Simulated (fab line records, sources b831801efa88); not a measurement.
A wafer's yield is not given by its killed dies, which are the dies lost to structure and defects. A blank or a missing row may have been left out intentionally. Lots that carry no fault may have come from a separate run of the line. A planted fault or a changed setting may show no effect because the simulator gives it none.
The tool behind it: which one? || flow gf180mcu || Sampling: 12 lots, 36 wafers, 5 of 602 route steps

WHAT EACH GAUGE READ, for each wafer
GF_STI_THK_MEAS_30. Usual: STI_OXIDATION_02_THK typically reads 10.01 nm, with standard deviation 0.19.
{"lot": "L776", "measured": "day 2 11:34", "on": "film metro-01", "STI_OXIDATION_02_THK (nm)": "9.72 9.74 9.97", "flag": ""}
{"lot": "L777", "measured": "day 2 12:35", "on": "film metro-03", "STI_OXIDATION_02_THK (nm)": "9.84 9.86 10.05", "flag": ""}
{"lot": "L780", "measured": "day 3 02:24", "on": "film metro-01", "STI_OXIDATION_02_THK (nm)": "10.34 10.32 10.47", "flag": ""}
{"lot": "L782", "measured": "day 3 18:11", "on": "film metro-03", "STI_OXIDATION_02_THK (nm)": "10.10 9.98 9.98", "flag": ""}
{"lot": "L783", "measured": "day 3 22:08", "on": "film metro-04", "STI_OXIDATION_02_THK (nm)": "10.12 10.10 10.30", "flag": ""}
{"lot": "L784", "measured": "day 3 23:17", "on": "film metro-03", "STI_OXIDATION_02_THK (nm)": "9.94 9.94 9.91", "flag": ""}
{"lot": "L785", "measured": "day 4 06:22", "on": "film metro-01", "STI_OXIDATION_02_THK (nm)": "9.75 9.76 9.99", "flag": ""}
{"lot": "L791", "measured": "day 5 19:17", "on": "film metro-03", "STI_OXIDATION_02_THK (nm)": "10.07 9.97 9.87", "flag": ""}
{"lot": "L792", "measured": "day 5 19:17", "on": "film metro-01", "STI_OXIDATION_02_THK (nm)": "10.01 10.16 9.97", "flag": ""}
{"lot": "L793", "measured": "day 6 01:02", "on": "film metro-01", "STI_OXIDATION_02_THK (nm)": "9.99 9.82 9.86", "flag": ""}
{"lot": "L795", "measured": "day 6 10:14", "on": "film metro-03", "STI_OXIDATION_02_THK (nm)": "9.84 9.89 9.88", "flag": ""}
{"lot": "L797", "measured": "day 6 19:14", "on": "film metro-01", "STI_OXIDATION_02_THK (nm)": "9.83 9.78 9.69", "flag": ""}

GF_VT_IMPLANT_TW_MEAS_43. Usual: VT_IMPLANT_4_TW typically reads 695, with standard deviation 3.2.
{"lot": "L776", "measured": "day 7 20:54", "on": "film metro-01", "VT_IMPLANT_4_TW": "696 697 697", "flag": ""}
{"lot": "L777", "measured": "day 7 21:11", "on": "film metro-03", "VT_IMPLANT_4_TW": "694 697 697", "flag": ""}
{"lot": "L780", "measured": "day 8 13:47", "on": "film metro-01", "VT_IMPLANT_4_TW": "703 697 700", "flag": ""}
{"lot": "L782", "measured": "day 9 13:51", "on": "film metro-02", "VT_IMPLANT_4_TW": "691 692 692", "flag": ""}
{"lot": "L783", "measured": "day 9 15:52", "on": "film metro-01", "VT_IMPLANT_4_TW": "695 690 694", "flag": ""}
{"lot": "L784", "measured": "day 9 16:03", "on": "film metro-03", "VT_IMPLANT_4_TW": "693 691 691", "flag": ""}
{"lot": "L785", "measured": "day 10 02:35", "on": "film metro-03", "VT_IMPLANT_4_TW": "694 695 688", "flag": ""}
{"lot": "L791", "measured": "day 12 07:00", "on": "film metro-01", "VT_IMPLANT_4_TW": "720 722 722", "flag": "OFF"}
{"lot": "L792", "measured": "day 12 06:30", "on": "film metro-02", "VT_IMPLANT_4_TW": "690 698 693", "flag": ""}
{"lot": "L793", "measured": "day 12 12:13", "on": "film metro-02", "VT_IMPLANT_4_TW": "696 699 695", "flag": ""}
{"lot": "L795", "measured": "day 13 02:15", "on": "film metro-02", "VT_IMPLANT_4_TW": "725 728 725", "flag": "OFF"}
{"lot": "L797", "measured": "day 13 14:07", "on": "film metro-01", "VT_IMPLANT_4_TW": "696 694 694", "flag": ""}

TOOL THAT RAN EACH LOT (tool first, then ch and the chambers of the sampled wafers, then the start)
{"lot": "L776", "GF_STI_ETCH_14": "rie si-02 ch 1,2,3, day 2 06:53", "GF_STI_CMP_25": "cmp-01 ch 0,2,3, day 2 09:14", "GF_VT_IMPLANT_IMPLANT_41": "implanter-01 ch 0, day 7 20:40"}
{"lot": "L777", "GF_STI_ETCH_14": "rie si-01 ch 0,2,3, day 2 07:06", "GF_STI_CMP_25": "cmp-02 ch 0,2,3, day 2 09:31", "GF_VT_IMPLANT_IMPLANT_41": "implanter-02 ch 0, day 7 20:56"}
{"lot": "L780", "GF_STI_ETCH_14": "rie si-01 ch 2,3, day 2 22:11", "GF_STI_CMP_25": "cmp-02 ch 0,1,3, day 3 00:13", "GF_VT_IMPLANT_IMPLANT_41": "implanter-03 ch 0, day 8 13:32"}
{"lot": "L782", "GF_STI_ETCH_14": "rie si-02 ch 0,1,3, day 3 08:30", "GF_STI_CMP_25": "cmp-02 ch 0,2,3, day 3 13:32", "GF_VT_IMPLANT_IMPLANT_41": "implanter-02 ch 0, day 9 13:37"}
{"lot": "L783", "GF_STI_ETCH_14": "rie si-02 ch 0,3, day 3 14:38", "GF_STI_CMP_25": "cmp-01 ch 0,1, day 3 19:04", "GF_VT_IMPLANT_IMPLANT_41": "implanter-02 ch 0, day 9 15:37"}
{"lot": "L784", "GF_STI_ETCH_14": "rie si-01 ch 2,3, day 3 18:26", "GF_STI_CMP_25": "cmp-02 ch 0,2,3, day 3 21:03", "GF_VT_IMPLANT_IMPLANT_41": "implanter-03 ch 0, day 9 15:49"}
{"lot": "L785", "GF_STI_ETCH_14": "rie si-01 ch 1,3, day 4 01:45", "GF_STI_CMP_25": "cmp-01 ch 1,2,3, day 4 03:39", "GF_VT_IMPLANT_IMPLANT_41": "implanter-03 ch 0, day 10 02:22"}
{"lot": "L791", "GF_STI_ETCH_14": "rie si-02 ch 0,1,2, day 5 08:47", "GF_STI_CMP_25": "cmp-02 ch 1,3, day 5 12:46", "GF_VT_IMPLANT_IMPLANT_41": "implanter-02 ch 0, day 12 06:45"}
{"lot": "L792", "GF_STI_ETCH_14": "rie si-02 ch 1,2,3, day 5 12:26", "GF_STI_CMP_25": "cmp-01 ch 0,1,3, day 5 16:32", "GF_VT_IMPLANT_IMPLANT_41": "implanter-01 ch 0, day 12 06:16"}
{"lot": "L793", "GF_STI_ETCH_14": "rie si-01 ch 0,3, day 5 16:58", "GF_STI_CMP_25": "cmp-01 ch 1,2, day 5 21:28", "GF_VT_IMPLANT_IMPLANT_41": "implanter-01 ch 0, day 12 11:59"}
{"lot": "L795", "GF_STI_ETCH_14": "rie si-01 ch 0,2,3, day 6 05:14", "GF_STI_CMP_25": "cmp-02 ch 1,2, day 6 07:50", "GF_VT_IMPLANT_IMPLANT_41": "implanter-02 ch 0, day 13 02:01"}
{"lot": "L797", "GF_STI_ETCH_14": "rie si-02 ch 1,2,3, day 6 14:34", "GF_STI_CMP_25": "cmp-02 ch 0,1,2, day 6 16:25", "GF_VT_IMPLANT_IMPLANT_41": "implanter-01 ch 0, day 13 13:52"}
- GF_STI_ETCH_14: etches Si in HBr/Cl2/O2, target depth 360 nm, time 102.9 s.
- GF_STI_CMP_25: polishes, stops on Si3N4, t overpolish 33 s, target thk 524.6 nm.
- GF_VT_IMPLANT_IMPLANT_41

WHAT THE TOOLS THEMSELVES READ (means of the sampled wafers that have a number; where no wafer has one, the mark that the record gives instead)
GF_STI_ETCH_14. Usual: O2_flow_sccm 5.999 sccm, standard deviation 0.019; drypump motor current A 5.5 A, standard deviation 0.36; oes product au 1.002 a.u., standard deviation 0.0079; rf fwd power W 596.0 W, standard deviation 1.9; throttle valve pct 25.656 %, standard deviation 0.0096.
{"lot": "L776", "tool": "rie si-02", "O2_flow_sccm (sccm)": 5.974, "drypump motor current A (A)": 5.4, "oes product au (a.u.)": 1.006, "rf fwd power W (W)": 596.0, "throttle valve pct (%)": 25.659, "flag": ""}
{"lot": "L777", "tool": "rie si-01", "O2_flow_sccm (sccm)": 5.993, "drypump motor current A (A)": 5.2, "oes product au (a.u.)": 1.009, "rf fwd power W (W)": 594.7, "throttle valve pct (%)": 25.649, "flag": ""}
{"lot": "L780", "tool": "rie si-01", "O2_flow_sccm (sccm)": 6.012, "drypump motor current A (A)": 5.2, "oes product au (a.u.)": 1.005, "rf fwd power W (W)": 596.1, "throttle valve pct (%)": 25.643, "flag": ""}
{"lot": "L782", "tool": "rie si-02", "O2_flow_sccm (sccm)": 5.998, "drypump motor current A (A)": 5.8, "oes product au (a.u.)": 1.003, "rf fwd power W (W)": 596.9, "throttle valve pct (%)": 25.651, "flag": ""}
{"lot": "L783", "tool": "rie si-02", "O2_flow_sccm (sccm)": 6.026, "drypump motor current A (A)": 6.1, "oes product au (a.u.)": 1.010, "rf fwd power W (W)": 598.2, "throttle valve pct (%)": 25.647, "flag": ""}
{"lot": "L784", "tool": "rie si-01", "O2_flow_sccm (sccm)": 5.987, "drypump motor current A (A)": 5.2, "oes product au (a.u.)": 0.993, "rf fwd power W (W)": 596.3, "throttle valve pct (%)": 25.661, "flag": ""}
{"lot": "L785", "tool": "rie si-01", "O2_flow_sccm (sccm)": 5.978, "drypump motor current A (A)": 5.3, "oes product au (a.u.)": 1.001, "rf fwd power W (W)": 597.0, "throttle valve pct (%)": 25.649, "flag": ""}
{"lot": "L791", "tool": "rie si-02", "O2_flow_sccm (sccm)": 5.997, "drypump motor current A (A)": 5.8, "oes product au (a.u.)": 1.005, "rf fwd power W (W)": 596.7, "throttle valve pct (%)": 25.651, "flag": ""}
{"lot": "L792", "tool": "rie si-02", "O2_flow_sccm (sccm)": 5.997, "drypump motor current A (A)": 5.5, "oes product au (a.u.)": 0.998, "rf fwd power W (W)": 595.6, "throttle valve pct (%)": 25.663, "flag": ""}
{"lot": "L793", "tool": "rie si-01", "O2_flow_sccm (sccm)": 6.006, "drypump motor current A (A)": 5.2, "oes product au (a.u.)": 0.997, "rf fwd power W (W)": 594.8, "throttle valve pct (%)": 25.662, "flag": ""}
{"lot": "L795", "tool": "rie si-01", "O2_flow_sccm (sccm)": 5.994, "drypump motor current A (A)": 5.2, "oes product au (a.u.)": 1.006, "rf fwd power W (W)": 594.4, "throttle valve pct (%)": 25.656, "flag": ""}
{"lot": "L797", "tool": "rie si-02", "O2_flow_sccm (sccm)": 5.988, "drypump motor current A (A)": 5.5, "oes product au (a.u.)": 0.995, "rf fwd power W (W)": 597.7, "throttle valve pct (%)": 25.660, "flag": ""}

GF_STI_CMP_25. Usual: motor current A 12.4 A, standard deviation 1.3; overpolish run s 33.000 s, standard deviation 0.0085; time to endpoint s 121 s, standard deviation 4.2.
{"lot": "L776", "tool": "cmp-01", "motor current A (A)": 12.6, "overpolish run s (s)": 33.015, "time to endpoint s (s)": 123, "flag": ""}
{"lot": "L777", "tool": "cmp-02", "motor current A (A)": 12.7, "overpolish run s (s)": 32.998, "time to endpoint s (s)": 119, "flag": ""}
{"lot": "L780", "tool": "cmp-02", "motor current A (A)": 11.6, "overpolish run s (s)": 33.005, "time to endpoint s (s)": 120, "flag": ""}
{"lot": "L782", "tool": "cmp-02", "motor current A (A)": 12.7, "overpolish run s (s)": 32.998, "time to endpoint s (s)": 118, "flag": ""}
{"lot": "L783", "tool": "cmp-01", "motor current A (A)": 13.1, "overpolish run s (s)": 32.996, "time to endpoint s (s)": 122, "flag": ""}
{"lot": "L784", "tool": "cmp-02", "motor current A (A)": 13.2, "overpolish run s (s)": 32.992, "time to endpoint s (s)": 120, "flag": ""}
{"lot": "L785", "tool": "cmp-01", "motor current A (A)": 11.2, "overpolish run s (s)": 32.997, "time to endpoint s (s)": 123, "flag": ""}
{"lot": "L791", "tool": "cmp-02", "motor current A (A)": 11.0, "overpolish run s (s)": 33.008, "time to endpoint s (s)": 128, "flag": ""}
{"lot": "L792", "tool": "cmp-01", "motor current A (A)": 12.6, "overpolish run s (s)": 33.006, "time to endpoint s (s)": 116, "flag": ""}
{"lot": "L793", "tool": "cmp-01", "motor current A (A)": 11.3, "overpolish run s (s)": 32.999, "time to endpoint s (s)": 120, "flag": ""}
{"lot": "L795", "tool": "cmp-02", "motor current A (A)": 12.4, "overpolish run s (s)": 32.996, "time to endpoint s (s)": 120, "flag": ""}
{"lot": "L797", "tool": "cmp-02", "motor current A (A)": 13.3, "overpolish run s (s)": 32.995, "time to endpoint s (s)": 118, "flag": ""}

GF_VT_IMPLANT_IMPLANT_41. Usual: beam on s 9.99 s, standard deviation 0.18; dose ions cm2 1.0132e+12, standard deviation 1e+09; faraday current uA 5.72, standard deviation 0.1.
{"lot": "L776", "tool": "implanter-01", "beam on s (s)": 10.00, "dose ions cm2": 1.0126e+12, "faraday current uA": 5.71, "flag": ""}
{"lot": "L777", "tool": "implanter-02", "beam on s (s)": 9.94, "dose ions cm2": 1.0134e+12, "faraday current uA": 5.75, "flag": ""}
{"lot": "L780", "tool": "implanter-03", "beam on s (s)": 10.05, "dose ions cm2": 1.0133e+12, "faraday current uA": 5.69, "flag": ""}
{"lot": "L782", "tool": "implanter-02", "beam on s (s)": 10.14, "dose ions cm2": 1.0138e+12, "faraday current uA": 5.65, "flag": ""}
{"lot": "L783", "tool": "implanter-02", "beam on s (s)": 9.89, "dose ions cm2": 1.0132e+12, "faraday current uA": 5.77, "flag": ""}
{"lot": "L784", "tool": "implanter-03", "beam on s (s)": 10.10, "dose ions cm2": 1.0118e+12, "faraday current uA": 5.65, "flag": ""}
{"lot": "L785", "tool": "implanter-03", "beam on s (s)": 10.10, "dose ions cm2": 1.0145e+12, "faraday current uA": 5.65, "flag": ""}
{"lot": "L791", "tool": "implanter-02", "beam on s (s)": 11.46, "dose ions cm2": 1.0134e+12, "faraday current uA": 4.98, "flag": "OFF"}
{"lot": "L792", "tool": "implanter-01", "beam on s (s)": 10.12, "dose ions cm2": 1.0128e+12, "faraday current uA": 5.67, "flag": ""}
{"lot": "L793", "tool": "implanter-01", "beam on s (s)": 9.92, "dose ions cm2": 1.0137e+12, "faraday current uA": 5.76, "flag": ""}
{"lot": "L795", "tool": "implanter-02", "beam on s (s)": 11.29, "dose ions cm2": 1.0131e+12, "faraday current uA": 5.07, "flag": "OFF"}
{"lot": "L797", "tool": "implanter-01", "beam on s (s)": 9.73, "dose ions cm2": 1.0126e+12, "faraday current uA": 5.87, "flag": ""}

THE ANSWER, worked out from the rows above alone
Rule: take the mean of a lot's wafers that have a number; if it is more than 3 standard deviations from the usual mean, the lot is off. A lot without any number at a reading at which 4 lots or more have one is off too. All remaining lots with rows at the step are treated as sound. The gauges are gone through in route order, then the tools' own readings, and for those a lot's mean is taken as printed above. At the first step where some lot is off, the reading lying furthest off is the one used; lots without a number count as furthest.
Off: L791, L795, seen at GF_VT_IMPLANT_TW_MEAS_43 (VT_IMPLANT_4_TW).
A tool fits if, at a process step before that reading, it ran every lot that is off, and no sound lot after the first of them. The gauges at GF_VT_IMPLANT_TW_MEAS_43 aren't tried: what is off there is off at GF_VT_IMPLANT_IMPLANT_41 too, on other tools, and a gauge's error can't cause that. One fits: GF_VT_IMPLANT_IMPLANT_41 on implanter-02. Its last sound lot is L783 (day 9 15:37), its first lot that is off L791 (day 12 06:45): a fault that began between those two fits.
The tool's own readings at GF_VT_IMPLANT_IMPLANT_41 bear it out: on the lots that are off they differ by more than 5 times the standard deviation of the sound lots' means. beam on s reads 11.38 s there against 10.00 s on the sound lots; faraday current uA reads 5.03 there against 5.72 on the sound lots.

WHAT HAD BEEN PUT IN BY THE SIMULATOR
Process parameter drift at GF_VT_IMPLANT_IMPLANT_41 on implanter-02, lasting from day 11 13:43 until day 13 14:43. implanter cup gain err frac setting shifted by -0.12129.
Lots struck among those shown: L791, L795. The rule given above showed the same thing.
